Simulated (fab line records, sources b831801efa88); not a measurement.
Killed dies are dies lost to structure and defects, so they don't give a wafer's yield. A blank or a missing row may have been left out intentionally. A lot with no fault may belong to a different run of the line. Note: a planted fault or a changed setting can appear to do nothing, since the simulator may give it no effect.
fab line records -- flow sky130
record: lots: 5, wafers: 23
route steps=708 shown FIELD_ISO@2 NWELL@33 PWDE@47 VT_ADJUST_LVTN@106 VT_ADJUST_NCORE@123
start-h: start of the lot's first displayed wafer, in hours after the record's first day -- wait-h: hours from the lot's prior step to this one -- " identical to the entry in the row above -- L1.1+2: a single row standing in for several wafers -- - no value, or no start given -- * or withheld: withheld -- < > ~ a bound
route shown NAME@n: NAME is a module with steps in the file, n the number in the route of the first one -- usual: average and standard deviation across the fault-free wafers -- same: alike in all rows -- chamber/n: place in a boat -- sites: readings site by site -- _std_site: standard deviation of those values -- _edge_site: inner sites' mean taken away from outer sites' mean -- radius-mm: how far each site lies from the wafer's centre -- mask NAME#n: copy n -- behind: the tool/chamber that last shaped the wafer -- hold: reason for holding the lot/hours on hold/outcome of the hold -- device: which transistor (n, p or np) failed to switch -- end of line: at the end of the route, the tests of the same wafers -- where a step has no rows: the recipe by itself -- killed: the dies lost at the first sort to structure and to defects; this is not the yield of the wafer -- map: a wafer's dies, x killed, . not, _ none there
set.NAME: the setting the step ran with; set.NAME@STEP: the setting that earlier step ran with -- model.NAME: the simulator's own value behind a step, which no gauge read
one table per step and one row per wafer, for lots whose settings were changed on purpose
== steps ==
step: SKY_FIELD_ISO_OXIDATION_01
recipe: temp-c: 900, ambient: O2, stabilise-s: 600, purge-s: 300, target-thk-a: 120, ox-time-s: 1843
lot.wafer,tool,chamber,start-h,wait-h,set.temp-c,model.SiO2_of_FIELD_ISO_OXIDATION_01.thk-nm
L079.1,-,-,-,0.1,889,10.38
L079.2,-,-,-,0.1,889,10.17
L079.3,-,-,-,0.1,889,10.18
L079.4,-,-,-,0.1,889,10.31
L079.6,-,-,-,0.1,889,10.47
L080.1,-,-,-,0.1,880,9.494
L080.2,-,-,-,0.1,880,9.798
L080.4+5,-,-,-,0.1,880,9.725
L080.6,-,-,-,0.1,880,9.75
L081.1,furnace-02,0,45.90,0.9,900,11.67
L081.2,furnace-02,0,45.90,0.9,900,11.5
L081.3,furnace-02,0,45.90,0.9,900,11.63
L084.2+4,-,-,-,0.6,900,12.17
L084.3,-,-,-,0.6,900,12.05
L084.5,-,-,-,0.6,900,12.04
L084.6,-,-,-,0.6,900,12.02
L085.1,-,-,-,0.1,877.5,9.245
L085.2,-,-,-,0.1,877.5,9.221
L085.3,-,-,-,0.1,877.5,9.182
L085.5,-,-,-,0.1,877.5,9.313
L085.6,-,-,-,0.1,877.5,9.035
step: SKY_FIELD_ISO_THK_MEAS_02
recipe: reads: SiO2_of_FIELD_ISO_OXIDATION_01
usual: FIELD_ISO_OXIDATION_00_THK: 11.87/0.26
lot.wafer,tool,chamber,start-h,wait-h,set.temp-c@FIELD_ISO_OXIDATION_01,FIELD_ISO_OXIDATION_00_THK[nm]
L079.1,film-metro-04,-,-,-,889,10.38
L079.2,film-metro-04,-,-,-,889,10.19
L079.3,film-metro-04,-,-,-,889,10.17
L079.4,film-metro-04,-,-,-,889,10.27
L079.6,film-metro-04,-,-,-,889,10.51
L080.1,film-metro-03,-,-,-,880,9.46
L080.2,film-metro-03,-,-,-,880,9.79
L080.4,film-metro-03,-,-,-,880,9.75
L080.5,film-metro-03,-,-,-,880,9.70
L080.6,film-metro-03,-,-,-,880,9.80
L081.1,film-metro-02,-,47.41,0.0,900,11.61
L081.2,film-metro-02,-,47.41,0.0,900,11.49
L081.3,film-metro-02,-,47.41,0.0,900,11.63
L084.2,film-metro-02,-,-,-,900,12.20
L084.3,film-metro-02,-,-,-,900,12.03
L084.4,film-metro-02,-,-,-,900,12.19
L084.5,film-metro-02,-,-,-,900,12.09
L084.6,film-metro-02,-,-,-,900,12.01
L085.1,film-metro-03,-,-,-,877.5,9.25
L085.2,film-metro-03,-,-,-,877.5,9.25
L085.3,film-metro-03,-,-,-,877.5,9.18
L085.5,film-metro-03,-,-,-,877.5,9.31
L085.6,film-metro-03,-,-,-,877.5,8.98
step: SKY_FIELD_ISO_EXPOSE_10
recipe: mask-id: FOM, na: 0.68, source-shape: annular, sigma-inner: 0.4, sigma-outer: 0.8, target-cd-nm: 150, dose-mj: 28
lot.wafer,tool,chamber,start-h,wait-h,mask,set.dose-mj
L079.1+2+6,krf-scanner-01,0,-,-,FOM#0,26.74
L079.3+4,krf-scanner-01,0,-,-,FOM#0,28
L080.1+2+5,krf-scanner-02,0,-,-,FOM#0,28
L080.4+6,krf-scanner-02,0,-,-,FOM#0,29.94
L081.1+2+3,krf-scanner-01,0,-,-,FOM#0,28
L084.2+4+5,krf-scanner-01,0,-,-,FOM#0,27.01
L084.3+6,krf-scanner-01,0,-,-,FOM#0,28
L085.1+3+5,krf-scanner-02,0,-,-,FOM#0,28
L085.2+6,krf-scanner-02,0,-,-,FOM#0,26.55
step: SKY_FIELD_ISO_PEB_11
recipe: peb-temp-c: withheld, peb-time-s: withheld, resist: KrF-thick
step: SKY_FIELD_ISO_DEVELOP_12
recipe: develop-time-s: 60, resist: KrF-thick, dev-temp-c: 21
step: SKY_FIELD_ISO_CD_MEAS_13
recipe: target-cd-nm: 150
usual: cd-nm: 150.0/1.4
lot.wafer,tool,chamber,start-h,wait-h,set.dose-mj@FIELD_ISO_EXPOSE_10,cd-nm
L079.1,cd-sem-01,-,54.73,-,26.74,158.9
L079.2,cd-sem-01,-,54.73,-,26.74,160.5
L079.3,cd-sem-01,-,54.73,-,28,151.2
L079.4,cd-sem-01,-,54.73,-,28,149.4
L079.6,cd-sem-01,-,54.73,-,26.74,162.1
L080.1,cd-sem-01,-,58.78,-,28,150.8
L080.2,cd-sem-01,-,58.78,-,28,152.6
L080.4,cd-sem-01,-,58.78,-,29.94,138.6
L080.5,cd-sem-01,-,58.78,-,28,150.2
L080.6,cd-sem-01,-,58.78,-,29.94,138.2
L081.1,cd-sem-02,-,65.25,-,28,150.1
L081.2,cd-sem-02,-,65.25,-,28,150.3
L081.3,cd-sem-02,-,65.25,-,28,149.9
L084.2,cd-sem-02,-,80.52,-,27.01,155.2
L084.3,cd-sem-02,-,80.52,-,28,150.0
L084.4,cd-sem-02,-,80.52,-,27.01,155.5
L084.5,cd-sem-02,-,80.52,-,27.01,155.0
L084.6,cd-sem-02,-,80.52,-,28,149.0
L085.1,cd-sem-02,-,85.07,-,28,149.2
L085.2,cd-sem-02,-,85.07,-,26.55,159.1
L085.3,cd-sem-02,-,85.07,-,28,148.5
L085.5,cd-sem-02,-,85.07,-,28,149.2
L085.6,cd-sem-02,-,85.07,-,26.55,158.8
step: SKY_FIELD_ISO_ETCH_14
recipe: chemistry: N2/H2, target: BARC, ion-energy-ev: 192, source-w: 500, bias-w: 100, pressure-mtorr: 30, n2-flow-sccm: 100, h2-flow-sccm: 200, stop-on: SiO2, time-s: 45.9, target-depth-a: 600
lot.wafer,tool,chamber,start-h,wait-h,set.dose-mj@FIELD_ISO_EXPOSE_10,model.FIELD_ISO.cd-nm
L079.1,rie-diel-04,0,54.85,0.1,26.74,160.1
L079.2,rie-diel-04,3,54.85,0.1,26.74,160.3
L079.3,rie-diel-04,2,54.85,0.1,28,151.6
L079.4,rie-diel-04,1,54.85,0.1,28,149.4
L079.6,rie-diel-04,3,54.85,0.1,26.74,161.9
L080.1,rie-diel-02,2,58.90,0.1,28,149.2
L080.2,rie-diel-02,3,58.90,0.1,28,150.8
L080.4,rie-diel-02,1,58.90,0.1,29.94,136.6
L080.5,rie-diel-02,3,58.90,0.1,28,149
L080.6,rie-diel-02,0,58.90,0.1,29.94,139.1
L081.1,rie-diel-03,1,65.37,0.1,28,151.3
L081.2,rie-diel-03,3,65.37,0.1,28,149
L081.3,rie-diel-03,0,65.37,0.1,28,148.6
L084.2,rie-diel-03,1,80.62,0.1,27.01,155.4
L084.3,rie-diel-03,0,80.62,0.1,28,148.8
L084.4,rie-diel-03,3,80.62,0.1,27.01,154
L084.5,rie-diel-03,0,80.62,0.1,27.01,153.7
L084.6,rie-diel-03,1,80.62,0.1,28,149.3
L085.1,rie-diel-03,3,85.19,0.1,28,147.9
L085.2,rie-diel-03,0,85.19,0.1,26.55,157.6
L085.3,rie-diel-03,1,85.19,0.1,28,148.8
L085.5,rie-diel-03,0,85.19,0.1,28,147.2
L085.6,rie-diel-03,3,85.19,0.1,26.55,157.3
step: SKY_NWELL_OXIDATION_01
recipe: temp-c: 900, ambient: O2, stabilise-s: 600, purge-s: 300, target-thk-a: 100, ox-time-s: 1418
lot.wafer,tool,chamber,start-h,wait-h,set.temp-c,model.SiO2_of_NWELL_OXIDATION_01.thk-nm
L079.1,-,-,-,0.3,908.4,11
L079.2,-,-,-,0.3,908.4,11.02
L079.3+4,-,-,-,0.3,908.4,10.87
L079.6,-,-,-,0.3,908.4,11.05
L080.1,-,-,-,0.0,879.1,8.004
L080.2,-,-,-,0.0,879.1,7.678
L080.4,-,-,-,0.0,879.1,7.893
L080.5,-,-,-,0.0,879.1,7.821
L080.6,-,-,-,0.0,879.1,7.734
L081.1,furnace-01,0,69.81,0.0,900,10.29
L081.2,furnace-01,0,69.81,0.0,900,10.24
L081.3,furnace-01,0,69.81,0.0,900,10.11
L084.2,-,-,-,7.5,900,9.935
L084.3,-,-,-,7.5,900,10.06
L084.4,-,-,-,7.5,900,10.15
L084.5,-,-,-,7.5,900,10.09
L084.6,-,-,-,7.5,900,10.08
L085.1,-,-,-,5.7,881.8,8.317
L085.2,-,-,-,5.7,881.8,8.449
L085.3,-,-,-,5.7,881.8,8.47
L085.5,-,-,-,5.7,881.8,8.381
L085.6,-,-,-,5.7,881.8,8.404
step: SKY_NWELL_THK_MEAS_02
recipe: reads: SiO2_of_NWELL_OXIDATION_01
usual: NWELL_OXIDATION_THK: 9.99/0.2
lot.wafer,tool,chamber,start-h,wait-h,set.temp-c@NWELL_OXIDATION_01,NWELL_OXIDATION_THK[nm]
L079.1,film-metro-04,-,-,-,908.4,11.04
L079.2,film-metro-04,-,-,-,908.4,10.98
L079.3,film-metro-04,-,-,-,908.4,10.89
L079.4,film-metro-04,-,-,-,908.4,10.91
L079.6,film-metro-04,-,-,-,908.4,11.05
L080.1,film-metro-03,-,-,-,879.1,8.02
L080.2,film-metro-03,-,-,-,879.1,7.69
L080.4,film-metro-03,-,-,-,879.1,7.97
L080.5,film-metro-03,-,-,-,879.1,7.85
L080.6,film-metro-03,-,-,-,879.1,7.77
L081.1,film-metro-03,-,71.21,0.0,900,10.31
L081.2,film-metro-03,-,71.21,0.0,900,10.22
L081.3,film-metro-03,-,71.21,0.0,900,10.12
L084.2,film-metro-01,-,-,-,900,9.96
L084.3,film-metro-01,-,-,-,900,10.04
L084.4,film-metro-01,-,-,-,900,10.12
L084.5,film-metro-01,-,-,-,900,10.08
L084.6,film-metro-01,-,-,-,900,10.11
L085.1,film-metro-03,-,-,-,881.8,8.30
L085.2,film-metro-03,-,-,-,881.8,8.45
L085.3,film-metro-03,-,-,-,881.8,8.46
L085.5,film-metro-03,-,-,-,881.8,8.40
L085.6,film-metro-03,-,-,-,881.8,8.39
step: SKY_PWDE_COAT_02
recipe: spin-rpm: 2000, resist-thk-nm: 3000
lot.wafer,tool,chamber,start-h,wait-h,set.resist-thk-nm,model.coat_of_PWDE_COAT_02.thk-nm
L079.1,litho-track-01,0,88.20,0.1,2869,2873
L079.2,litho-track-01,0,88.20,0.1,3000,3006
L079.3,litho-track-01,0,88.20,0.1,2869,2874
L079.4,litho-track-01,0,88.20,0.1,3000,2999
L079.6,litho-track-01,0,88.20,0.1,3000,2990
L080.1,litho-track-01,0,91.00,0.1,3162,3156
L080.2,litho-track-01,0,91.00,0.1,3162,3165
L080.4,litho-track-01,0,91.00,0.1,3000,3007
L080.5,litho-track-01,0,91.00,0.1,3000,3000
L080.6,litho-track-01,0,91.00,0.1,3162,3166
L081.1,litho-track-02,0,95.92,0.1,3000,3012
L081.2,litho-track-02,0,95.92,0.1,3000,3016
L081.3,litho-track-02,0,95.92,0.1,3000,3013
L084.2,litho-track-02,0,125.95,0.1,2892,2899
L084.3,litho-track-02,0,125.95,0.1,3000,3017
L084.4,litho-track-02,0,125.95,0.1,2892,2901
L084.5,litho-track-02,0,125.95,0.1,3000,3008
L084.6,litho-track-02,0,125.95,0.1,2892,2909
L085.1,litho-track-02,0,136.77,0.1,3000,3012
L085.2,litho-track-02,0,136.77,0.1,3000,3003
L085.3,litho-track-02,0,136.77,0.1,3000,3001
L085.5,litho-track-02,0,136.77,0.1,3000,3013
L085.6,litho-track-02,0,136.77,0.1,3000,3002
step: SKY_PWDE_SOFTBAKE_03
recipe: temp-c: 110, time-s: withheld
step: SKY_PWDE_EXPOSE_04
recipe: mask-id: PWDEM, na: 0.6, source-shape: conventional, sigma-outer: 0.6, polarization: unpolarized, target-cd-nm: 840, dose-mj: 214
step: SKY_PWDE_IMPLANT_08
recipe: species: B, energy-kev: 150, dose-cm2: 3.566e+12, tilt-deg: withheld
step: SKY_PWDE_STRIP_09
recipe: chemistry: O2/N2, power-w: 1400, pressure-mtorr: 1500, platen-temp-c: withheld, o2-flow-sccm: 3000, n2-flow-sccm: 300, overash-fraction: 0.5
usual: strip-time-to-endpoint-s: 36.99/0.094
lot.wafer,tool,chamber,start-h,wait-h,set.resist-thk-nm@PWDE_COAT_02,strip-time-to-endpoint-s
L079.1,plasma-asher-03,0,96.78,0.1,2869,35.44
L079.2,plasma-asher-03,1,96.78,0.1,3000,37.00
L079.3,plasma-asher-03,0,96.78,0.1,2869,35.46
L079.4,plasma-asher-03,1,96.78,0.1,3000,36.90
L079.6,plasma-asher-03,1,96.78,0.1,3000,36.79
L080.1,plasma-asher-01,0,99.33,0.1,3162,38.68
L080.2,plasma-asher-01,1,99.33,0.1,3162,38.78
L080.4,plasma-asher-01,0,99.33,0.1,3000,37.01
L080.5,plasma-asher-01,0,99.33,0.1,3000,36.90
L080.6,plasma-asher-01,1,99.33,0.1,3162,38.81
L081.1,plasma-asher-02,0,105.08,0.1,3000,37.06
L081.2,plasma-asher-02,1,105.08,0.1,3000,37.10
L081.3,plasma-asher-02,1,105.08,0.1,3000,37.06
L084.2,plasma-asher-03,0,134.46,0.1,2892,35.76
L084.3,plasma-asher-03,0,134.46,0.1,3000,37.13
L084.4,plasma-asher-03,1,134.46,0.1,2892,35.78
L084.5,plasma-asher-03,1,134.46,0.1,3000,37.02
L084.6,plasma-asher-03,0,134.46,0.1,2892,35.88
L085.1,plasma-asher-03,1,147.23,0.1,3000,37.05
L085.2,plasma-asher-03,0,147.23,0.1,3000,36.95
L085.3,plasma-asher-03,1,147.23,0.1,3000,36.94
L085.5,plasma-asher-03,1,147.23,0.1,3000,37.05
L085.6,plasma-asher-03,0,147.23,0.1,3000,36.94
step: SKY_NWELL_COAT_05
recipe: spin-rpm: 2000, resist-thk-nm: 3000
lot.wafer,tool,chamber,start-h,wait-h,set.resist-thk-nm,model.coat_of_NWELL_COAT_05.thk-nm
L079.1,litho-track-02,0,105.12,0.1,3000,3014
L079.2,litho-track-02,0,105.12,0.1,2941,2945
L079.3,litho-track-02,0,105.12,0.1,2941,2948
L079.4,litho-track-02,0,105.12,0.1,2941,2952
L079.6,litho-track-02,0,105.12,0.1,3000,3007
L080.1,litho-track-04,0,108.29,0.1,3000,2997
L080.2,litho-track-04,0,108.29,0.1,3000,2999
L080.4,litho-track-04,0,108.29,0.1,3000,3003
L080.5,litho-track-04,0,108.29,0.1,3000,2995
L080.6,litho-track-04,0,108.29,0.1,3000,3001
L081.1,litho-track-03,0,112.88,0.1,3000,3008
L081.2,litho-track-03,0,112.88,0.1,3000,3021
L081.3,litho-track-03,0,112.88,0.1,3000,3016
L084.2,litho-track-03,0,143.80,0.1,3000,3005
L084.3,litho-track-03,0,143.80,0.1,2895,2897
L084.4,litho-track-03,0,143.80,0.1,2895,2895
L084.5,litho-track-03,0,143.80,0.1,3000,2998
L084.6,litho-track-03,0,143.80,0.1,2895,2902
L085.1,litho-track-04,0,156.54,0.1,3000,2999
L085.2+5,litho-track-04,0,156.54,0.1,3000,3004
L085.3,litho-track-04,0,156.54,0.1,3000,2997
L085.6,litho-track-04,0,156.54,0.1,3000,2995
step: SKY_NWELL_IMPLANT_11
recipe: species: P, energy-kev: 400, dose-cm2: 1.9e+13, tilt-deg: withheld
lot.wafer,tool,chamber,start-h,wait-h,set.energy-kev,model.implant.rp-nm,model.implant.drp-nm
L079.1+3+6,implanter-04,0,113.41,0.0,400,496.5,116.9
L079.2+4,implanter-04,0,113.41,0.0,392.9,488.6,115.8
L080.1+2+4+5+6,implanter-01,0,116.87,0.0,400,499.3,116.9
L081.1+2+3,implanter-01,0,121.81,0.0,400,508.8,116.9
L084.2+3+4+5+6,implanter-04,0,154.10,0.0,400,503.1,116.9
L085.1+2+5,implanter-04,0,166.57,0.0,400,497.4,116.9
L085.3+6,implanter-04,0,166.57,0.0,382.1,477.4,114.1
step: SKY_NWELL_IMPLANT_12
recipe: species: P, energy-kev: 120, dose-cm2: 1.3e+12, tilt-deg: withheld
step: SKY_NWELL_IMPLANT_13
recipe: species: P, energy-kev: 50, dose-cm2: 7.159e+11, tilt-deg: withheld
step: SKY_NWELL_STRIP_14
recipe: chemistry: O2/N2, power-w: 1400, pressure-mtorr: 1500, platen-temp-c: withheld, o2-flow-sccm: 3000, n2-flow-sccm: 300, overash-fraction: 0.5
usual: strip-time-to-endpoint-s: 36.96/0.11
lot.wafer,tool,chamber,start-h,wait-h,set.resist-thk-nm@NWELL_COAT_05,strip-time-to-endpoint-s
L079.1,plasma-asher-02,1,113.86,0.1,3000,37.08
L079.2,plasma-asher-02,0,113.86,0.1,2941,36.30
L079.3,plasma-asher-02,0,113.86,0.1,2941,36.35
L079.4,plasma-asher-02,1,113.86,0.1,2941,36.39
L079.6,plasma-asher-02,1,113.86,0.1,3000,37.00
L080.1,plasma-asher-04,1,117.32,0.1,3000,36.89
L080.2,plasma-asher-04,0,117.32,0.1,3000,36.91
L080.4,plasma-asher-04,1,117.32,0.1,3000,36.96
L080.5,plasma-asher-04,1,117.32,0.1,3000,36.85
L080.6,plasma-asher-04,0,117.32,0.1,3000,36.92
L081.1,plasma-asher-01,1,122.26,0.1,3000,37.01
L081.2,plasma-asher-01,0,122.26,0.1,3000,37.16
L081.3,plasma-asher-01,1,122.26,0.1,3000,37.09
L084.2,plasma-asher-04,0,154.53,0.1,3000,36.97
L084.3,plasma-asher-04,1,154.53,0.1,2895,35.73
L084.4,plasma-asher-04,0,154.53,0.1,2895,35.71
L084.5,plasma-asher-04,0,154.53,0.1,3000,36.89
L084.6,plasma-asher-04,1,154.53,0.1,2895,35.78
L085.1,plasma-asher-01,1,167.02,0.1,3000,36.91
L085.2,plasma-asher-01,0,167.02,0.1,3000,36.96
L085.3,plasma-asher-01,0,167.02,0.1,3000,36.87
L085.5,plasma-asher-01,0,167.02,0.1,3000,36.97
L085.6,plasma-asher-01,1,167.02,0.1,3000,36.86
step: SKY_NWELL_IMPLANT_24
recipe: species: B, energy-kev: 140, dose-cm2: 9.2e+12, tilt-deg: withheld
lot.wafer,tool,chamber,start-h,wait-h,set.dose-cm2
L079.1+2+3,implanter-02,0,131.01,0.0,9.822e+12
L079.4+6,implanter-02,0,131.01,0.0,9.2e+12
L080.1+2+4,implanter-04,0,134.66,0.0,9.558e+12
L080.5+6,implanter-04,0,134.66,0.0,9.2e+12
L081.1+2+3,implanter-04,0,140.03,0.0,9.2e+12
L084.2+6,implanter-02,0,175.89,0.0,9.2e+12
L084.3+4+5,implanter-02,0,175.89,0.0,9.413e+12
L085.1+6,implanter-02,0,188.36,0.0,9.378e+12
L085.2+3+5,implanter-02,0,188.36,0.0,9.2e+12
step: SKY_NWELL_STRIP_25
recipe: chemistry: O2/N2, power-w: 1400, pressure-mtorr: 1500, platen-temp-c: withheld, o2-flow-sccm: 3000, n2-flow-sccm: 300, overash-fraction: 0.5
step: SKY_NWELL_CLEAN_27
recipe: chemistry: SC1/SC2, mix: 1:4:20, temp-c: 70, time-s: 150, dry: n2-spin
step: SKY_NWELL_RTA_28
recipe: temp-c: 1050, time-s: 30, idle-temp-c: 650, ramp-up-c-per-s: 150, ramp-down-c-per-s: 90, ambient: N2
step: SKY_NWELL_RS_MEAS_29
recipe: thk-meas-gauge: four-point-probe
usual: NWELL_RS: 624.2/1.7
lot.wafer,tool,chamber,start-h,wait-h,set.energy-kev@NWELL_IMPLANT_11,NWELL_RS[ohm/sq]
L079.1,film-metro-04,-,131.47,0.1,400,620.6
L079.2,film-metro-04,-,131.47,0.1,392.9,625.1
L079.3,film-metro-04,-,131.47,0.1,400,623.1
L079.4,film-metro-04,-,131.47,0.1,392.9,626.8
L079.6,film-metro-04,-,131.47,0.1,400,623.1
L080.1,film-metro-03,-,135.13,0.1,400,624.1
L080.2,film-metro-03,-,135.13,0.1,400,623.7
L080.4,film-metro-03,-,135.13,0.1,400,623.2
L080.5,film-metro-03,-,135.13,0.1,400,624.7
L080.6,film-metro-03,-,135.13,0.1,400,623.7
L081.1,film-metro-03,-,140.49,0.1,400,623.4
L081.2,film-metro-03,-,140.49,0.1,400,622.1
L081.3,film-metro-03,-,140.49,0.1,400,622.5
L084.2,film-metro-03,-,176.34,0.1,400,623.0
L084.3,film-metro-03,-,176.34,0.1,400,622.4
L084.4,film-metro-03,-,176.34,0.1,400,622.9
L084.5,film-metro-03,-,176.34,0.1,400,622.9
L084.6,film-metro-03,-,176.34,0.1,400,620.7
L085.1,film-metro-01,-,188.83,0.1,400,624.5
L085.2,film-metro-01,-,188.83,0.1,400,624.2
L085.3,film-metro-01,-,188.83,0.1,382.1,629.0
L085.5,film-metro-01,-,188.83,0.1,400,622.3
L085.6,film-metro-01,-,188.83,0.1,382.1,630.5
step: SKY_VT_ADJUST_LVTN_STRIP_09
recipe: chemistry: O2/N2, power-w: 1400, pressure-mtorr: 1500, platen-temp-c: withheld, o2-flow-sccm: 3000, n2-flow-sccm: 300, overash-fraction: 0.5
usual: strip-time-to-endpoint-s: 37.37/0.09
lot.wafer,tool,chamber,start-h,wait-h,set.o2-flow-sccm,strip-time-to-endpoint-s
L079.1,plasma-asher-03,0,172.08,0.1,3000,37.33
L079.2,plasma-asher-03,1,172.08,0.1,2763,37.62
L079.3,plasma-asher-03,1,172.08,0.1,3000,37.37
L079.4,plasma-asher-03,0,172.08,0.1,3000,37.38
L079.6,plasma-asher-03,0,172.08,0.1,2763,37.62
L080.1,plasma-asher-03,1,176.33,0.1,3000,37.37
L080.2,plasma-asher-03,0,176.33,0.1,3000,37.40
L080.4,plasma-asher-03,0,176.33,0.1,3000,37.48
L080.5,plasma-asher-03,1,176.33,0.1,3000,37.38
L080.6,plasma-asher-03,0,176.33,0.1,3000,37.48
L081.1,plasma-asher-04,1,181.28,0.1,3000,37.33
L081.2,plasma-asher-04,0,181.28,0.1,3000,37.31
L081.3,plasma-asher-04,1,181.28,0.1,3000,37.30
L084.2,plasma-asher-01,0,219.18,0.1,3404,36.94
L084.3,plasma-asher-01,1,219.18,0.1,3000,37.28
L084.4,plasma-asher-01,0,219.18,0.1,3000,37.26
L084.5,plasma-asher-01,1,219.18,0.1,3404,36.97
L084.6,plasma-asher-01,0,219.18,0.1,3404,36.97
L085.1,plasma-asher-04,1,233.41,0.1,3000,37.43
L085.2,plasma-asher-04,0,233.41,0.1,3000,37.45
L085.3,plasma-asher-04,0,233.41,0.1,3000,37.45
L085.5,plasma-asher-04,1,233.41,0.1,3000,37.40
L085.6,plasma-asher-04,0,233.41,0.1,3000,37.49
step: SKY_VT_ADJUST_NCORE_EXPOSE_04
recipe: mask-id: LVTN_COMPLEMENT_THIN, na: 0.6, source-shape: conventional, sigma-outer: 0.6, polarization: unpolarized, target-cd-nm: 380, dose-mj: 139
lot.wafer,tool,chamber,start-h,wait-h,mask,set.dose-mj
L079.1+2+3+4+6,iline-stepper-01,0,-,-,LVTN_COMPLEMENT_THIN#0,139
L080.1+2,iline-stepper-01,0,-,-,LVTN_COMPLEMENT_THIN#0,139
L080.4+5+6,iline-stepper-01,0,-,-,LVTN_COMPLEMENT_THIN#0,134.3
L081.1+2+3,iline-stepper-02,0,-,-,LVTN_COMPLEMENT_THIN#0,139
L084.2+5,iline-stepper-02,0,-,-,LVTN_COMPLEMENT_THIN#0,134
L084.3+4+6,iline-stepper-02,0,-,-,LVTN_COMPLEMENT_THIN#0,139
L085.1+2+5,iline-stepper-02,0,-,-,LVTN_COMPLEMENT_THIN#0,139
L085.3+6,iline-stepper-02,0,-,-,LVTN_COMPLEMENT_THIN#0,133.9
step: SKY_VT_ADJUST_NCORE_PEB_05
recipe: temp-c: withheld, time-s: *, resist: NOVOLAK
step: SKY_VT_ADJUST_NCORE_DEVELOP_06
recipe: resist: NOVOLAK, developer: TMAH, develop-time-s: 60, dev-temp-c: 23
step: SKY_VT_ADJUST_NCORE_CD_MEAS_07
recipe: target-cd-nm: 380
usual: cd-nm: 379.5/2.9
lot.wafer,tool,chamber,start-h,wait-h,set.dose-mj@VT_ADJUST_NCORE_EXPOSE_04,cd-nm
L079.1,cd-sem-01,-,215.21,0.2,139,376.4
L079.2,cd-sem-01,-,215.21,0.2,139,377.2
L079.3,cd-sem-01,-,215.21,0.2,139,377.5
L079.4,cd-sem-01,-,215.21,0.2,139,378.4
L079.6,cd-sem-01,-,215.21,0.2,139,375.5
L080.1,cd-sem-01,-,218.29,0.1,139,378.1
L080.2,cd-sem-01,-,218.29,0.1,139,380.9
L080.4,cd-sem-01,-,218.29,0.1,134.3,370.1
L080.5,cd-sem-01,-,218.29,0.1,134.3,370.0
L080.6,cd-sem-01,-,218.29,0.1,134.3,368.3
L081.1,cd-sem-02,-,225.59,0.1,139,382.5
L081.2,cd-sem-02,-,225.59,0.1,139,381.1
L081.3,cd-sem-02,-,225.59,0.1,139,380.1
L084.2,cd-sem-02,-,265.71,0.1,134,369.4
L084.3,cd-sem-02,-,265.71,0.1,139,380.0
L084.4,cd-sem-02,-,265.71,0.1,139,378.9
L084.5,cd-sem-02,-,265.71,0.1,134,368.2
L084.6,cd-sem-02,-,265.71,0.1,139,377.9
L085.1,cd-sem-01,-,281.04,0.1,139,385.2
L085.2,cd-sem-01,-,281.04,0.1,139,383.7
L085.3,cd-sem-01,-,281.04,0.1,133.9,375.8
L085.5,cd-sem-01,-,281.04,0.1,139,381.8
L085.6,cd-sem-01,-,281.04,0.1,133.9,376.5
== key ==
split: step: SKY_FIELD_ISO_OXIDATION_01, setting: temp-c, stated: 900, by: lot
response: step: SKY_FIELD_ISO_OXIDATION_01, reading: model.SiO2_of_FIELD_ISO_OXIDATION_01.thk-nm, change: +1.04, per: 1%, r: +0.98
response: step: SKY_FIELD_ISO_THK_MEAS_02, reading: FIELD_ISO_OXIDATION_00_THK, change: +1.04, per: 1%, r: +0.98
split: step: SKY_FIELD_ISO_EXPOSE_10, setting: dose-mj, stated: 28, by: wafer
response: step: SKY_FIELD_ISO_CD_MEAS_13, reading: cd-nm, change: -1.92, per: 1%, r: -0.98
response: step: SKY_FIELD_ISO_ETCH_14, reading: model.FIELD_ISO.cd-nm, change: -1.82, per: 1%, r: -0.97
split: step: SKY_NWELL_OXIDATION_01, setting: temp-c, stated: 900, by: lot
response: step: SKY_NWELL_OXIDATION_01, reading: model.SiO2_of_NWELL_OXIDATION_01.thk-nm, change: +0.925, per: 1%, r: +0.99
response: step: SKY_NWELL_THK_MEAS_02, reading: NWELL_OXIDATION_THK, change: +0.921, per: 1%, r: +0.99
split: step: SKY_PWDE_COAT_02, setting: resist-thk-nm, stated: 3000, by: wafer
response: step: SKY_PWDE_COAT_02, reading: model.coat_of_PWDE_COAT_02.thk-nm, change: +29.4, per: 1%, r: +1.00
response: step: SKY_PWDE_STRIP_09, reading: strip-time-to-endpoint-s, change: *, per: 1%, r: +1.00
split: step: SKY_NWELL_COAT_05, setting: resist-thk-nm, stated: 3000, by: wafer
response: step: SKY_NWELL_COAT_05, reading: model.coat_of_NWELL_COAT_05.thk-nm, change: +30.1, per: 1%, r: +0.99
response: step: SKY_NWELL_STRIP_14, reading: strip-time-to-endpoint-s, change: *, per: 1%, r: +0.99
split: step: SKY_NWELL_IMPLANT_11, setting: energy-kev, stated: 400, by: wafer
response: step: SKY_NWELL_IMPLANT_11, reading: model.implant.rp-nm, change: +4.47, per: 1%, r: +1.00
response: step: SKY_NWELL_IMPLANT_11, reading: model.implant.drp-nm, change: +0.639, per: 1%, r: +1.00
response: step: SKY_NWELL_RS_MEAS_29, reading: NWELL_RS, change: -1.45, per: 1%, r: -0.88
split: step: SKY_NWELL_IMPLANT_24, setting: dose-cm2, stated: 9.2e+12, by: wafer
response none clear
split: step: SKY_VT_ADJUST_LVTN_STRIP_09, setting: o2-flow-sccm, stated: 3000, by: wafer
response: step: SKY_VT_ADJUST_LVTN_STRIP_09, reading: strip-time-to-endpoint-s, change: *, per: 1%, r: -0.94
split: step: SKY_VT_ADJUST_NCORE_EXPOSE_04, setting: dose-mj, stated: 139, by: wafer
response: step: SKY_VT_ADJUST_NCORE_CD_MEAS_07, reading: cd-nm, change: +2.57, per: 1%, r: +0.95
